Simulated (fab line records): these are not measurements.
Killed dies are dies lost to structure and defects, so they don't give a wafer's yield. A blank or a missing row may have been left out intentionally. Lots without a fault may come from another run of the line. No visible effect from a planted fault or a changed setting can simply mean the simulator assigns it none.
What tool caused it? / flow sky130 / 24 lots, 72 wafers sampled, at 6 steps of a route of 708

== WHAT EACH GAUGE READ, for each wafer ==
SKY_NWELL_THK_MEAS_02.
lot=L074; measured=day 2 14:48; on=filmMetro-02; NWELL_OXIDATION_THK (nm)=9.58 9.56 9.56
lot=L075; measured=day 2 18:53; on=filmMetro-01; NWELL_OXIDATION_THK (nm)=9.80 9.87 9.71
lot=L076; measured=day 2 22:07; on=filmMetro-01; NWELL_OXIDATION_THK (nm)=9.65 10.06 9.85
lot=L077; measured=day 3 03:30; on=filmMetro-02; NWELL_OXIDATION_THK (nm)=9.92 10.03 9.98
lot=L078; measured=day 3 10:22; on=filmMetro-03; NWELL_OXIDATION_THK (nm)=9.73 9.92 9.98
lot=L079; measured=day 3 13:11; on=filmMetro-01; NWELL_OXIDATION_THK (nm)=9.69 9.69 9.76
lot=L080; measured=day 3 19:58; on=filmMetro-03; NWELL_OXIDATION_THK (nm)=10.00 10.01 10.03
lot=L081; measured=day 4 01:01; on=filmMetro-02; NWELL_OXIDATION_THK (nm)=10.08 9.83 10.18
lot=L082; measured=day 4 04:47; on=filmMetro-01; NWELL_OXIDATION_THK (nm)=9.83 10.10 9.84
lot=L083; measured=day 4 11:02; on=filmMetro-03; NWELL_OXIDATION_THK (nm)=10.14 10.03 10.00
lot=L084; measured=day 4 18:46; on=filmMetro-03; NWELL_OXIDATION_THK (nm)=10.53 10.30 10.16
lot=L085; measured=day 5 03:58; on=filmMetro-02; NWELL_OXIDATION_THK (nm)=9.95 9.92 10.02
lot=L086; measured=day 5 10:17; on=filmMetro-03; NWELL_OXIDATION_THK (nm)=9.85 9.86 9.87
lot=L087; measured=day 5 10:19; on=filmMetro-02; NWELL_OXIDATION_THK (nm)=9.92 10.19 9.99
lot=L088; measured=day 5 16:43; on=filmMetro-01; NWELL_OXIDATION_THK (nm)=10.24 10.08 10.01
lot=L089; measured=day 5 20:56; on=filmMetro-01; NWELL_OXIDATION_THK (nm)=9.86 9.77 9.81
lot=L090; measured=day 6 05:08; on=filmMetro-01; NWELL_OXIDATION_THK (nm)=9.90 9.93 9.83
lot=L091; measured=day 6 09:12; on=filmMetro-02; NWELL_OXIDATION_THK (nm)=10.10 9.92 10.02
lot=L092; measured=day 6 12:27; on=filmMetro-03; NWELL_OXIDATION_THK (nm)=10.21 10.12 10.10
lot=L093; measured=day 6 15:46; on=filmMetro-03; NWELL_OXIDATION_THK (nm)=10.19 10.01 10.20
lot=L094; measured=day 6 22:58; on=filmMetro-03; NWELL_OXIDATION_THK (nm)=9.91 9.98 9.88
lot=L095; measured=day 7 11:04; on=filmMetro-02; NWELL_OXIDATION_THK (nm)=9.79 9.82 9.76
lot=L096; measured=day 7 15:10; on=filmMetro-02; NWELL_OXIDATION_THK (nm)=9.75 9.80 9.84
lot=L097; measured=day 7 15:10; on=filmMetro-01; NWELL_OXIDATION_THK (nm)=9.68 9.82 9.67

SKY_PWDE_TW_MEAS_10.
lot=L074; measured=day 3 22:33; on=filmMetro-03; PWDE_TW=371.5 374.8 373.1
lot=L075; measured=day 4 03:09; on=filmMetro-01; PWDE_TW=376.1 377.8 377.2
lot=L076; measured=day 4 07:11; on=filmMetro-02; PWDE_TW=376.9 376.5 375.7
lot=L077; measured=day 4 13:08; on=filmMetro-02; PWDE_TW=375.8 374.8 376.6
lot=L078; measured=day 4 21:20; on=filmMetro-02; PWDE_TW=376.1 376.5 379.2
lot=L079; measured=day 4 23:37; on=filmMetro-02; PWDE_TW=374.8 377.1 375.5
lot=L080; measured=day 5 05:42; on=filmMetro-01; PWDE_TW=374.8 372.2 375.5
lot=L081; measured=day 5 10:46; on=filmMetro-02; PWDE_TW=373.1 374.1 372.5
lot=L082; measured=day 5 14:47; on=filmMetro-03; PWDE_TW=371.8 370.7 371.7
lot=L083; measured=day 5 22:29; on=filmMetro-02; PWDE_TW=372.6 372.8 372.8
lot=L084; measured=day 6 06:20; on=filmMetro-02; PWDE_TW=373.5 373.4 373.1
lot=L085; measured=day 6 16:19; on=filmMetro-01; PWDE_TW=375.8 377.3 377.8
lot=L086; measured=day 6 23:30; on=filmMetro-02; PWDE_TW=374.8 375.5 376.5
lot=L087; measured=day 7 00:13; on=filmMetro-02; PWDE_TW=371.8 371.5 373.0
lot=L088; measured=day 7 06:16; on=filmMetro-01; PWDE_TW=375.2 378.3 375.8
lot=L089; measured=day 7 11:10; on=filmMetro-01; PWDE_TW=376.6 375.6 375.7
lot=L090; measured=day 7 20:05; on=filmMetro-01; PWDE_TW=376.3 375.3 376.9
lot=L091; measured=day 7 23:18; on=filmMetro-01; PWDE_TW=376.2 375.6 378.5
lot=L092; measured=day 8 02:58; on=filmMetro-02; PWDE_TW=376.0 377.4 379.0
lot=L093; measured=day 8 07:32; on=filmMetro-01; PWDE_TW=375.6 377.6 378.1
lot=L094; measured=day 8 14:22; on=filmMetro-01; PWDE_TW=374.7 372.9 377.3
lot=L095; measured=day 9 04:41; on=filmMetro-01; PWDE_TW=375.1 376.6 376.2
lot=L096; measured=day 9 09:44; on=filmMetro-03; PWDE_TW=372.0 372.4 374.0
lot=L097; measured=day 9 09:23; on=filmMetro-02; PWDE_TW=376.1 375.8 377.2

SKY_SD_P_TW_MEAS_11.
lot=L074; measured=day 25 10:55; on=filmMetro-01; SD_P_TW=2854 2853 2844
lot=L075; measured=day 25 20:36; on=filmMetro-01; SD_P_TW=2844 2860 2848
lot=L076; measured=day 25 23:11; on=filmMetro-02; SD_P_TW=2826 2838 2817
lot=L077; measured=day 26 15:29; on=filmMetro-04; SD_P_TW=2794 2802 2816
lot=L078; measured=day 27 04:26; on=filmMetro-02; SD_P_TW=2855 2834 2837
lot=L079; measured=day 27 05:19; on=filmMetro-02; SD_P_TW=2845 2854 2843
lot=L080; measured=day 27 13:11; on=filmMetro-02; SD_P_TW=2849 2837 2846
lot=L081; measured=day 27 23:55; on=filmMetro-02; SD_P_TW=2859 2840 2855
lot=L082; measured=day 28 02:02; on=filmMetro-02; SD_P_TW=2854 2848 2866
lot=L083; measured=day 28 14:41; on=filmMetro-01; SD_P_TW=2840 2847 2845
lot=L084; measured=day 29 05:41; on=filmMetro-04; SD_P_TW=2774 2769 2766
lot=L085; measured=day 29 18:20; on=filmMetro-01; SD_P_TW=2853 2858 2843
lot=L086; measured=day 29 22:28; on=filmMetro-01; SD_P_TW=2840 2840 2846
lot=L087; measured=day 30 10:23; on=filmMetro-02; SD_P_TW=2833 2830 2847
lot=L088; measured=day 30 13:51; on=filmMetro-01; SD_P_TW=2826 2820 2819
lot=L089; measured=day 30 19:53; on=filmMetro-02; SD_P_TW=2830 2856 2846
lot=L090; measured=day 31 13:16; on=filmMetro-01; SD_P_TW=2855 2857 2861
lot=L091; measured=day 31 14:11; on=filmMetro-02; SD_P_TW=2826 2821 2831
lot=L092; measured=day 31 17:17; on=filmMetro-04; SD_P_TW=2804 2778 2783
lot=L093; measured=day 32 00:35; on=filmMetro-01; SD_P_TW=2809 2824 2835
lot=L094; measured=day 32 09:12; on=filmMetro-02; SD_P_TW=2840 2857 2863
lot=L095; measured=day 33 09:44; on=filmMetro-02; SD_P_TW=2827 2840 2845
lot=L096; measured=day 33 11:37; on=filmMetro-02; SD_P_TW=2830 2822 2839
lot=L097; measured=day 33 07:58; on=filmMetro-01; SD_P_TW=2819 2817 2846

SKY_CAPM_OVL_MEAS_12.
lot=L074; measured=day 37 11:46; on=overlay-01; CAPM_OVL (nm)=1.1 0.2 0.1
lot=L075; measured=day 37 18:56; on=overlay-02; CAPM_OVL (nm)=1.2 0.8 0.0
lot=L076; measured=day 37 22:11; on=overlay-01; CAPM_OVL (nm)=0.9 -0.1 0.3
lot=L077; measured=day 38 10:17; on=overlay-01; CAPM_OVL (nm)=1.2 3.0 0.4
lot=L078; measured=day 38 22:31; on=overlay-01; CAPM_OVL (nm)=1.0 1.0 0.3
lot=L079; measured=day 39 00:46; on=overlay-02; CAPM_OVL (nm)=1.7 0.4 1.3
lot=L080; measured=day 39 08:07; on=overlay-01; CAPM_OVL (nm)=-1.9 -3.6 -3.4
lot=L081; measured=day 39 15:58; on=overlay-01; CAPM_OVL (nm)=-1.2 -1.7 -1.2
lot=L082; measured=day 39 20:07; on=overlay-01; CAPM_OVL (nm)=-1.5 1.3 -1.1
lot=L083; measured=day 40 04:16; on=overlay-02; CAPM_OVL (nm)=1.0 -0.8 0.7
lot=L084; measured=day 40 14:05; on=overlay-01; CAPM_OVL (nm)=0.9 0.3 0.8
lot=L085; measured=day 41 05:47; on=overlay-02; CAPM_OVL (nm)=1.7 0.7 0.5
lot=L086; measured=day 41 08:31; on=overlay-01; CAPM_OVL (nm)=-2.0 -1.5 -2.3
lot=L087; measured=day 41 14:52; on=overlay-02; CAPM_OVL (nm)=0.4 1.4 0.0
lot=L088; measured=day 41 23:34; on=overlay-01; CAPM_OVL (nm)=-1.6 -0.2 1.1
lot=L089; measured=day 42 04:40; on=overlay-02; CAPM_OVL (nm)=0.6 1.2 0.0
lot=L090; measured=day 42 14:52; on=overlay-01; CAPM_OVL (nm)=0.5 -1.5 -1.8
lot=L091; measured=day 42 15:10; on=overlay-01; CAPM_OVL (nm)=-1.5 -1.5 0.9
lot=L092; measured=day 42 21:10; on=overlay-02; CAPM_OVL (nm)=0.2 1.1 -0.5
lot=L093; measured=day 43 04:55; on=overlay-01; CAPM_OVL (nm)=1.3 1.7 0.6
lot=L094; measured=day 43 11:37; on=overlay-01; CAPM_OVL (nm)=-0.1 -0.4 -0.2
lot=L095; measured=day 44 08:55; on=overlay-02; CAPM_OVL (nm)=1.9 2.3 0.6
lot=L096; measured=day 44 09:13; on=overlay-01; CAPM_OVL (nm)=1.4 -0.5 -0.9
lot=L097; measured=day 44 05:49; on=overlay-02; CAPM_OVL (nm)=1.4 1.9 0.4

== WHAT TOOL EACH LOT RAN ON (gives the tool, then ch and the chambers of the sampled wafers, and finally the start) ==
lot=L074; SKY_SPACER_ETCHBACK_02=rieDiel-04 ch 0,1, day 22 22:16; SKY_SD_N_RTA_14=rtpAnneal-02 ch 0, day 27 22:04
lot=L075; SKY_SPACER_ETCHBACK_02=rieDiel-03 ch 0,2,3, day 23 08:35; SKY_SD_N_RTA_14=rtpAnneal-01 ch 0, day 28 07:08
lot=L076; SKY_SPACER_ETCHBACK_02=rieDiel-01 ch 0,3, day 23 11:25; SKY_SD_N_RTA_14=rtpAnneal-02 ch 0, day 28 10:17
lot=L077; SKY_SPACER_ETCHBACK_02=rieDiel-01 ch 0,2, day 24 02:43; SKY_SD_N_RTA_14=rtpAnneal-01 ch 0, day 29 01:36
lot=L078; SKY_SPACER_ETCHBACK_02=rieDiel-04 ch 2,3, day 24 17:03; SKY_SD_N_RTA_14=rtpAnneal-02 ch 0, day 29 13:59
lot=L079; SKY_SPACER_ETCHBACK_02=rieDiel-03 ch 0,1,2, day 24 18:15; SKY_SD_N_RTA_14=rtpAnneal-01 ch 0, day 29 14:59
lot=L080; SKY_SPACER_ETCHBACK_02=rieDiel-04 ch 0,2,3, day 25 02:37; SKY_SD_N_RTA_14=rtpAnneal-02 ch 0, day 29 21:56
lot=L081; SKY_SPACER_ETCHBACK_02=rieDiel-01 ch 1,3, day 25 14:34; SKY_SD_N_RTA_14=rtpAnneal-01 ch 0, day 30 08:53
lot=L082; SKY_SPACER_ETCHBACK_02=rieDiel-03 ch 2,3, day 25 15:46; SKY_SD_N_RTA_14=rtpAnneal-02 ch 0, day 30 10:53
lot=L083; SKY_SPACER_ETCHBACK_02=rieDiel-01 ch 0,3, day 26 04:56; SKY_SD_N_RTA_14=rtpAnneal-01 ch 0, day 30 22:23
lot=L084; SKY_SPACER_ETCHBACK_02=rieDiel-03 ch 0,2,3, day 26 19:42; SKY_SD_N_RTA_14=rtpAnneal-02 ch 0, day 31 12:58
lot=L085; SKY_SPACER_ETCHBACK_02=rieDiel-03 ch 0,3, day 27 09:46; SKY_SD_N_RTA_14=rtpAnneal-01 ch 0, day 32 02:03
lot=L086; SKY_SPACER_ETCHBACK_02=rieDiel-04 ch 1,2,3, day 27 13:08; SKY_SD_N_RTA_14=rtpAnneal-02 ch 0, day 32 05:02
lot=L087; SKY_SPACER_ETCHBACK_02=rieDiel-03 ch 0,1,3, day 28 01:20; SKY_SD_N_RTA_14=rtpAnneal-01 ch 0, day 32 15:56
lot=L088; SKY_SPACER_ETCHBACK_02=rieDiel-01 ch 1,2,3, day 28 04:34; SKY_SD_N_RTA_14=rtpAnneal-02 ch 0, day 32 19:27
lot=L089; SKY_SPACER_ETCHBACK_02=rieDiel-03 ch 2,3, day 28 11:44; SKY_SD_N_RTA_14=rtpAnneal-01 ch 0, day 33 03:20
lot=L090; SKY_SPACER_ETCHBACK_02=rieDiel-04 ch 1,2,3, day 29 06:12; SKY_SD_N_RTA_14=rtpAnneal-02 ch 0, day 33 18:35
lot=L091; SKY_SPACER_ETCHBACK_02=rieDiel-03 ch 0,2, day 29 06:12; SKY_SD_N_RTA_14=rtpAnneal-01 ch 0, day 33 20:23
lot=L092; SKY_SPACER_ETCHBACK_02=rieDiel-04 ch 1,2, day 29 08:46; SKY_SD_N_RTA_14=rtpAnneal-02 ch 0, day 33 23:40
lot=L093; SKY_SPACER_ETCHBACK_02=rieDiel-01 ch 1,2,3, day 29 17:04; SKY_SD_N_RTA_14=rtpAnneal-01 ch 0, day 34 06:29
lot=L094; SKY_SPACER_ETCHBACK_02=rieDiel-01 ch 1,2,3, day 30 02:28; SKY_SD_N_RTA_14=rtpAnneal-02 ch 0, day 34 15:22
lot=L095; SKY_SPACER_ETCHBACK_02=rieDiel-01 ch 0,1,2, day 31 02:47; SKY_SD_N_RTA_14=rtpAnneal-02 ch 0, day 35 15:41
lot=L096; SKY_SPACER_ETCHBACK_02=rieDiel-04 ch 0,2,3, day 31 05:21; SKY_SD_N_RTA_14=rtpAnneal-01 ch 0, day 35 15:58
lot=L097; SKY_SPACER_ETCHBACK_02=rieDiel-04 ch 2,3, day 31 01:35; SKY_SD_N_RTA_14=rtpAnneal-01 ch 0, day 35 12:14
- SKY_SPACER_ETCHBACK_02: etches Si3N4 in CH3F/O2, stops on SiO2, time 46.7 s, target depth 45 nm.
- SKY_SD_N_RTA_14: time 2 s.

== AS READ BY THE TOOLS THEMSELVES (means over the sampled wafers that have a number; for cases with no such wafer, the mark the record gives instead) ==
SKY_SPACER_ETCHBACK_02.
lot=L074; tool=rieDiel-04; drypumpMotorCurrentA (A)=6.0; oesProductAu (a.u.)=0.859; throttleValvePct (%)=10.563
lot=L075; tool=rieDiel-03; drypumpMotorCurrentA (A)=5.6; oesProductAu (a.u.)=0.856; throttleValvePct (%)=10.556
lot=L076; tool=rieDiel-01; drypumpMotorCurrentA (A)=5.5; oesProductAu (a.u.)=0.858; throttleValvePct (%)=10.566
lot=L077; tool=rieDiel-01; drypumpMotorCurrentA (A)=5.4; oesProductAu (a.u.)=0.857; throttleValvePct (%)=10.565
lot=L078; tool=rieDiel-04; drypumpMotorCurrentA (A)=5.8; oesProductAu (a.u.)=0.852; throttleValvePct (%)=10.558
lot=L079; tool=rieDiel-03; drypumpMotorCurrentA (A)=5.5; oesProductAu (a.u.)=0.854; throttleValvePct (%)=10.563
lot=L080; tool=rieDiel-04; drypumpMotorCurrentA (A)=5.9; oesProductAu (a.u.)=0.859; throttleValvePct (%)=10.563
lot=L081; tool=rieDiel-01; drypumpMotorCurrentA (A)=6.1; oesProductAu (a.u.)=0.854; throttleValvePct (%)=10.569
lot=L082; tool=rieDiel-03; drypumpMotorCurrentA (A)=5.8; oesProductAu (a.u.)=0.847; throttleValvePct (%)=10.558
lot=L083; tool=rieDiel-01; drypumpMotorCurrentA (A)=6.0; oesProductAu (a.u.)=0.854; throttleValvePct (%)=10.560
lot=L084; tool=rieDiel-03; drypumpMotorCurrentA (A)=5.5; oesProductAu (a.u.)=0.853; throttleValvePct (%)=10.568
lot=L085; tool=rieDiel-03; drypumpMotorCurrentA (A)=5.7; oesProductAu (a.u.)=0.850; throttleValvePct (%)=10.555
lot=L086; tool=rieDiel-04; drypumpMotorCurrentA (A)=6.1; oesProductAu (a.u.)=0.847; throttleValvePct (%)=10.561
lot=L087; tool=rieDiel-03; drypumpMotorCurrentA (A)=5.5; oesProductAu (a.u.)=0.852; throttleValvePct (%)=10.562
lot=L088; tool=rieDiel-01; drypumpMotorCurrentA (A)=6.0; oesProductAu (a.u.)=0.852; throttleValvePct (%)=10.560
lot=L089; tool=rieDiel-03; drypumpMotorCurrentA (A)=5.9; oesProductAu (a.u.)=0.856; throttleValvePct (%)=10.561
lot=L090; tool=rieDiel-04; drypumpMotorCurrentA (A)=6.1; oesProductAu (a.u.)=0.860; throttleValvePct (%)=10.564
lot=L091; tool=rieDiel-03; drypumpMotorCurrentA (A)=5.5; oesProductAu (a.u.)=0.860; throttleValvePct (%)=10.563
lot=L092; tool=rieDiel-04; drypumpMotorCurrentA (A)=6.3; oesProductAu (a.u.)=0.856; throttleValvePct (%)=10.570
lot=L093; tool=rieDiel-01; drypumpMotorCurrentA (A)=6.0; oesProductAu (a.u.)=0.855; throttleValvePct (%)=10.564
lot=L094; tool=rieDiel-01; drypumpMotorCurrentA (A)=6.0; oesProductAu (a.u.)=0.860; throttleValvePct (%)=10.567
lot=L095; tool=rieDiel-01; drypumpMotorCurrentA (A)=5.4; oesProductAu (a.u.)=0.853; throttleValvePct (%)=10.567
lot=L096; tool=rieDiel-04; drypumpMotorCurrentA (A)=5.9; oesProductAu (a.u.)=0.856; throttleValvePct (%)=10.555
lot=L097; tool=rieDiel-04; drypumpMotorCurrentA (A)=5.8; oesProductAu (a.u.)=0.850; throttleValvePct (%)=10.562

SKY_SD_N_RTA_14.
lot=L074; tool=rtpAnneal-02; lampPowerPct (%)=15.80; rampDownCPerS=89.993; wafer_temp_C_max=1078.7
lot=L075; tool=rtpAnneal-01; lampPowerPct (%)=15.75; rampDownCPerS=89.996; wafer_temp_C_max=1079.0
lot=L076; tool=rtpAnneal-02; lampPowerPct (%)=15.73; rampDownCPerS=90.003; wafer_temp_C_max=1078.1
lot=L077; tool=rtpAnneal-01; lampPowerPct (%)=15.76; rampDownCPerS=89.994; wafer_temp_C_max=1078.6
lot=L078; tool=rtpAnneal-02; lampPowerPct (%)=15.71; rampDownCPerS=89.979; wafer_temp_C_max=1077.6
lot=L079; tool=rtpAnneal-01; lampPowerPct (%)=15.75; rampDownCPerS=90.002; wafer_temp_C_max=1077.7
lot=L080; tool=rtpAnneal-02; lampPowerPct (%)=15.68; rampDownCPerS=90.000; wafer_temp_C_max=1078.6
lot=L081; tool=rtpAnneal-01; lampPowerPct (%)=15.72; rampDownCPerS=90.003; wafer_temp_C_max=1077.8
lot=L082; tool=rtpAnneal-02; lampPowerPct (%)=15.77; rampDownCPerS=90.002; wafer_temp_C_max=1077.8
lot=L083; tool=rtpAnneal-01; lampPowerPct (%)=15.77; rampDownCPerS=89.994; wafer_temp_C_max=1078.2
lot=L084; tool=rtpAnneal-02; lampPowerPct (%)=15.73; rampDownCPerS=90.002; wafer_temp_C_max=1078.9
lot=L085; tool=rtpAnneal-01; lampPowerPct (%)=15.76; rampDownCPerS=89.999; wafer_temp_C_max=1078.8
lot=L086; tool=rtpAnneal-02; lampPowerPct (%)=15.78; rampDownCPerS=90.008; wafer_temp_C_max=1077.7
lot=L087; tool=rtpAnneal-01; lampPowerPct (%)=15.75; rampDownCPerS=89.982; wafer_temp_C_max=1077.3
lot=L088; tool=rtpAnneal-02; lampPowerPct (%)=15.76; rampDownCPerS=89.998; wafer_temp_C_max=1078.0
lot=L089; tool=rtpAnneal-01; lampPowerPct (%)=15.72; rampDownCPerS=90.002; wafer_temp_C_max=1077.6
lot=L090; tool=rtpAnneal-02; lampPowerPct (%)=15.71; rampDownCPerS=90.001; wafer_temp_C_max=1077.8
lot=L091; tool=rtpAnneal-01; lampPowerPct (%)=15.71; rampDownCPerS=89.991; wafer_temp_C_max=1078.3
lot=L092; tool=rtpAnneal-02; lampPowerPct (%)=15.75; rampDownCPerS=90.015; wafer_temp_C_max=1078.2
lot=L093; tool=rtpAnneal-01; lampPowerPct (%)=15.77; rampDownCPerS=90.004; wafer_temp_C_max=1080.1
lot=L094; tool=rtpAnneal-02; lampPowerPct (%)=15.71; rampDownCPerS=90.004; wafer_temp_C_max=1078.0
lot=L095; tool=rtpAnneal-02; lampPowerPct (%)=15.79; rampDownCPerS=90.004; wafer_temp_C_max=1079.4
lot=L096; tool=rtpAnneal-01; lampPowerPct (%)=15.73; rampDownCPerS=90.008; wafer_temp_C_max=1077.2
lot=L097; tool=rtpAnneal-01; lampPowerPct (%)=15.70; rampDownCPerS=90.010; wafer_temp_C_max=1079.1

== THE ANSWER, worked out from the rows above alone ==
Rule: the lots themselves supply what counts as usual. The widest of any qualifying gaps counts: lots, ordered by their means at a reading, are off when they make up no more than a third of the lots, leave a main group of 4 or more, and stand apart from it by 3 or more times the standard deviation of that group's means. A main group whose means are all the same, to the digits that the tables above print for the reading, isn't used. A lot without any number at a reading at which 4 lots or more have one is off too. Any other lot the step has rows for is counted as sound. First the gauges in route order, then the tools' own readings, where a lot's mean is used as printed above. The first step at which some lot is off is used, and at that step the reading that is off furthest; a lot without a number counts as furthest.
No lot is off at any reading shown: from this, nothing can be told.

== WHAT THE SIMULATOR PUT IN ==
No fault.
